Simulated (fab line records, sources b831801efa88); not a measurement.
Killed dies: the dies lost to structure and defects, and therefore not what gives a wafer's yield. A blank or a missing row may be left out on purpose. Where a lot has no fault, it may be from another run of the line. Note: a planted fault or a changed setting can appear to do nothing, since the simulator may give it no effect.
Which tool is to blame? / flow gf180mcu / 42 wafers from 14 lots sampled at 4 of the route's 602 steps

== WHAT THE GAUGES READ, wafer by wafer ==
GF_V1_THK_MEAS_03.
lot=L808; measured=day 16 20:52; on=filmMetro-04; V1_CVD_02_THK (nm)=854 868 859
lot=L810; measured=day 17 21:32; on=filmMetro-04; V1_CVD_02_THK (nm)=854 853 859
lot=L811; measured=day 18 00:43; on=filmMetro-04; V1_CVD_02_THK (nm)=836 841 841
lot=L812; measured=day 18 17:17; on=filmMetro-04; V1_CVD_02_THK (nm)=851 863 879
lot=L813; measured=day 18 23:36; on=filmMetro-04; V1_CVD_02_THK (nm)=849 859 866
lot=L814; measured=day 19 02:23; on=filmMetro-04; V1_CVD_02_THK (nm)=837 858 865
lot=L815; measured=day 20 01:31; on=filmMetro-04; V1_CVD_02_THK (nm)=857 856 875
lot=L816; measured=day 20 02:48; on=filmMetro-04; V1_CVD_02_THK (nm)=855 863 862
lot=L817; measured=day 20 09:13; on=filmMetro-02; V1_CVD_02_THK (nm)=852 843 850
lot=L820; measured=day 21 16:47; on=filmMetro-04; V1_CVD_02_THK (nm)=840 865 851
lot=L827; measured=day 24 00:42; on=filmMetro-04; V1_CVD_02_THK (nm)=841 849 836
lot=L828; measured=day 24 05:33; on=filmMetro-04; V1_CVD_02_THK (nm)=851 856 858
lot=L829; measured=day 24 15:56; on=filmMetro-02; V1_CVD_02_THK (nm)=847 844 825
lot=L831; measured=day 25 07:50; on=filmMetro-01; V1_CVD_02_THK (nm)=856 859 861

GF_V1_THK_MEAS_25: measures by xrf.
lot=L808; measured=day 17 21:20; on=filmMetro-04; V1_W_THK (nm)=364 360 366
lot=L810; measured=day 18 22:50; on=filmMetro-04; V1_W_THK (nm)=358 359 362
lot=L811; measured=day 19 02:05; on=filmMetro-04; V1_W_THK (nm)=351 356 360
lot=L812; measured=day 19 18:44; on=filmMetro-04; V1_W_THK (nm)=357 358 358
lot=L813; measured=day 20 01:06; on=filmMetro-04; V1_W_THK (nm)=355 356 362
lot=L814; measured=day 20 04:50; on=filmMetro-02; V1_W_THK (nm)=359 363 353
lot=L815; measured=day 21 02:53; on=filmMetro-02; V1_W_THK (nm)=355 356 360
lot=L816; measured=day 21 04:26; on=filmMetro-01; V1_W_THK (nm)=361 359 365
lot=L817; measured=day 21 11:08; on=filmMetro-04; V1_W_THK (nm)=359 356 352
lot=L820; measured=day 22 18:22; on=filmMetro-04; V1_W_THK (nm)=359 350 358
lot=L827; measured=day 24 23:45; on=filmMetro-04; V1_W_THK (nm)=368 363 350
lot=L828; measured=day 25 05:23; on=filmMetro-04; V1_W_THK (nm)=361 354 354
lot=L829; measured=day 25 15:26; on=filmMetro-02; V1_W_THK (nm)=367 361 363
lot=L831; measured=day 26 07:02; on=filmMetro-04; V1_W_THK (nm)=361 364 356

== EACH LOT AND THE TOOL THAT RAN IT (in order: tool; ch and the chambers of the sampled wafers; start) ==
lot=L808; GF_MVSD_SOFTBAKE_03=lithoTrack-03 ch 0, day 3 22:41; GF_M1_STRIP_17=plasmaAsher-02 ch 0,1, day 16 20:05
lot=L810; GF_MVSD_SOFTBAKE_03=lithoTrack-04 ch 0, day 4 15:16; GF_M1_STRIP_17=plasmaAsher-03 ch 0,1, day 17 20:37
lot=L811; GF_MVSD_SOFTBAKE_03=lithoTrack-01 ch 0, day 4 18:22; GF_M1_STRIP_17=plasmaAsher-04 ch 0,1, day 17 23:34
lot=L812; GF_MVSD_SOFTBAKE_03=lithoTrack-03 ch 0, day 5 01:50; GF_M1_STRIP_17=plasmaAsher-02 ch 0,1, day 18 16:32
lot=L813; GF_MVSD_SOFTBAKE_03=lithoTrack-03 ch 0, day 5 07:11; GF_M1_STRIP_17=plasmaAsher-04 ch 0,1, day 18 22:49
lot=L814; GF_MVSD_SOFTBAKE_03=lithoTrack-03 ch 0, day 5 10:05; GF_M1_STRIP_17=plasmaAsher-02 ch 0,1, day 19 01:34
lot=L815; GF_MVSD_SOFTBAKE_03=lithoTrack-04 ch 0, day 5 22:24; GF_M1_STRIP_17=plasmaAsher-03 ch 0,1, day 20 00:26
lot=L816; GF_MVSD_SOFTBAKE_03=lithoTrack-03 ch 0, day 6 01:25; GF_M1_STRIP_17=plasmaAsher-02 ch 0,1, day 20 01:43
lot=L817; GF_MVSD_SOFTBAKE_03=lithoTrack-03 ch 0, day 6 06:20; GF_M1_STRIP_17=plasmaAsher-02 ch 0,1, day 20 08:28
lot=L820; GF_MVSD_SOFTBAKE_03=lithoTrack-03 ch 0, day 6 23:29; GF_M1_STRIP_17=plasmaAsher-03 ch 0,1, day 21 15:43
lot=L827; GF_MVSD_SOFTBAKE_03=lithoTrack-01 ch 0, day 8 19:40; GF_M1_STRIP_17=plasmaAsher-03 ch 0,1, day 23 23:50
lot=L828; GF_MVSD_SOFTBAKE_03=lithoTrack-04 ch 0, day 8 20:11; GF_M1_STRIP_17=plasmaAsher-04 ch 0,1, day 24 04:47
lot=L829; GF_MVSD_SOFTBAKE_03=lithoTrack-04 ch 0, day 9 01:44; GF_M1_STRIP_17=plasmaAsher-02 ch 0,1, day 24 15:11
lot=L831; GF_MVSD_SOFTBAKE_03=lithoTrack-04 ch 0, day 9 14:29; GF_M1_STRIP_17=plasmaAsher-02 ch 0,1, day 25 07:07
- GF_MVSD_SOFTBAKE_03
- GF_M1_STRIP_17: strips in O2/N2.

== WHAT THE TOOLS THEMSELVES READ (means of the sampled wafers that have a number; where no wafer has one, the mark that the record gives instead) ==
GF_MVSD_SOFTBAKE_03.
lot=L808; tool=lithoTrack-03; heaterPowerTotalW (W)=65.35; plateTempC (C)=110.11
lot=L810; tool=lithoTrack-04; heaterPowerTotalW (W)=65.21; plateTempC (C)=110.10
lot=L811; tool=lithoTrack-01; heaterPowerTotalW (W)=65.39; plateTempC (C)=109.86
lot=L812; tool=lithoTrack-03; heaterPowerTotalW (W)=65.44; plateTempC (C)=110.06
lot=L813; tool=lithoTrack-03; heaterPowerTotalW (W)=65.15; plateTempC (C)=109.89
lot=L814; tool=lithoTrack-03; heaterPowerTotalW (W)=65.32; plateTempC (C)=110.03
lot=L815; tool=lithoTrack-04; heaterPowerTotalW (W)=65.21; plateTempC (C)=109.89
lot=L816; tool=lithoTrack-03; heaterPowerTotalW (W)=65.33; plateTempC (C)=110.23
lot=L817; tool=lithoTrack-03; heaterPowerTotalW (W)=66.56; plateTempC (C)=111.42
lot=L820; tool=lithoTrack-03; heaterPowerTotalW (W)=66.53; plateTempC (C)=111.60
lot=L827; tool=lithoTrack-01; heaterPowerTotalW (W)=65.40; plateTempC (C)=110.11
lot=L828; tool=lithoTrack-04; heaterPowerTotalW (W)=65.30; plateTempC (C)=110.11
lot=L829; tool=lithoTrack-04; heaterPowerTotalW (W)=65.22; plateTempC (C)=109.97
lot=L831; tool=lithoTrack-04; heaterPowerTotalW (W)=65.33; plateTempC (C)=109.85

GF_M1_STRIP_17.
lot=L808; tool=plasmaAsher-02; drypumpMotorCurrentA (A)=6.11; heaterPowerW (W)=352; oesProductAu (a.u.)=0.561; stripTimeToEndpointS (s)=7.92
lot=L810; tool=plasmaAsher-03; drypumpMotorCurrentA (A)=5.59; heaterPowerW (W)=325; oesProductAu (a.u.)=0.553; stripTimeToEndpointS (s)=7.82
lot=L811; tool=plasmaAsher-04; drypumpMotorCurrentA (A)=5.93; heaterPowerW (W)=373; oesProductAu (a.u.)=0.553; stripTimeToEndpointS (s)=7.81
lot=L812; tool=plasmaAsher-02; drypumpMotorCurrentA (A)=6.11; heaterPowerW (W)=356; oesProductAu (a.u.)=0.558; stripTimeToEndpointS (s)=7.84
lot=L813; tool=plasmaAsher-04; drypumpMotorCurrentA (A)=5.94; heaterPowerW (W)=377; oesProductAu (a.u.)=0.557; stripTimeToEndpointS (s)=7.89
lot=L814; tool=plasmaAsher-02; drypumpMotorCurrentA (A)=6.12; heaterPowerW (W)=355; oesProductAu (a.u.)=0.559; stripTimeToEndpointS (s)=7.87
lot=L815; tool=plasmaAsher-03; drypumpMotorCurrentA (A)=5.59; heaterPowerW (W)=326; oesProductAu (a.u.)=0.563; stripTimeToEndpointS (s)=7.91
lot=L816; tool=plasmaAsher-02; drypumpMotorCurrentA (A)=6.11; heaterPowerW (W)=353; oesProductAu (a.u.)=0.561; stripTimeToEndpointS (s)=7.88
lot=L817; tool=plasmaAsher-02; drypumpMotorCurrentA (A)=6.10; heaterPowerW (W)=349; oesProductAu (a.u.)=0.558; stripTimeToEndpointS (s)=7.84
lot=L820; tool=plasmaAsher-03; drypumpMotorCurrentA (A)=5.58; heaterPowerW (W)=325; oesProductAu (a.u.)=0.560; stripTimeToEndpointS (s)=7.91
lot=L827; tool=plasmaAsher-03; drypumpMotorCurrentA (A)=5.57; heaterPowerW (W)=322; oesProductAu (a.u.)=0.562; stripTimeToEndpointS (s)=7.86
lot=L828; tool=plasmaAsher-04; drypumpMotorCurrentA (A)=6.06; heaterPowerW (W)=366; oesProductAu (a.u.)=0.559; stripTimeToEndpointS (s)=7.93
lot=L829; tool=plasmaAsher-02; drypumpMotorCurrentA (A)=6.02; heaterPowerW (W)=330; oesProductAu (a.u.)=0.558; stripTimeToEndpointS (s)=7.86
lot=L831; tool=plasmaAsher-02; drypumpMotorCurrentA (A)=6.10; heaterPowerW (W)=351; oesProductAu (a.u.)=0.561; stripTimeToEndpointS (s)=7.93

== THE ANSWER, worked out from the rows above alone ==
Rule: usual is defined by the lots themselves. The widest of any qualifying gaps counts: lots, ordered by their means at a reading, are off when they make up no more than a third of the lots, leave a main group of 4 or more, and stand apart from it by 3 or more times the standard deviation of that group's means. Not used: any main group whose means are identical at the precision the tables above print for the reading. A lot without any number at a reading at which 4 lots or more have one is off too. Any other lot the step has rows for is counted as sound. After the gauges, taken in route order, come the tools' own readings; for these a lot's mean is taken, as printed above. At the first step where some lot is off, the reading lying furthest off is the one used; lots without a number count as furthest.
Off: L817, L820, at GF_MVSD_SOFTBAKE_03 (heaterPowerTotalW). The main group has a mean of 65.30 W with a standard deviation of 0.085.
If a tool, at that step or one of the process steps before it, ran each lot that is off and ran no sound lot following the first of them, it fits. One candidate fits, namely lithoTrack-03 at GF_MVSD_SOFTBAKE_03. A fault onset in the window from L816 (day 6 01:25, its last sound lot) to L817 (day 6 06:20, its first lot off) fits.
The tool's own readings at GF_MVSD_SOFTBAKE_03 bear it out: on the lots that are off they differ by more than 5 times the standard deviation of the sound lots' means. heaterPowerTotalW reads 66.55 W there against 65.30 W on the sound lots; plateTempC reads 111.51 C there against 110.02 C on the sound lots.

== WHAT HAD BEEN PUT IN BY THE SIMULATOR ==
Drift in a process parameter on lithoTrack-03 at GF_MVSD_SOFTBAKE_03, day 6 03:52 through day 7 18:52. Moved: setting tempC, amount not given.
Shown lots that were struck: L817, L820. Same finding as the rule above.
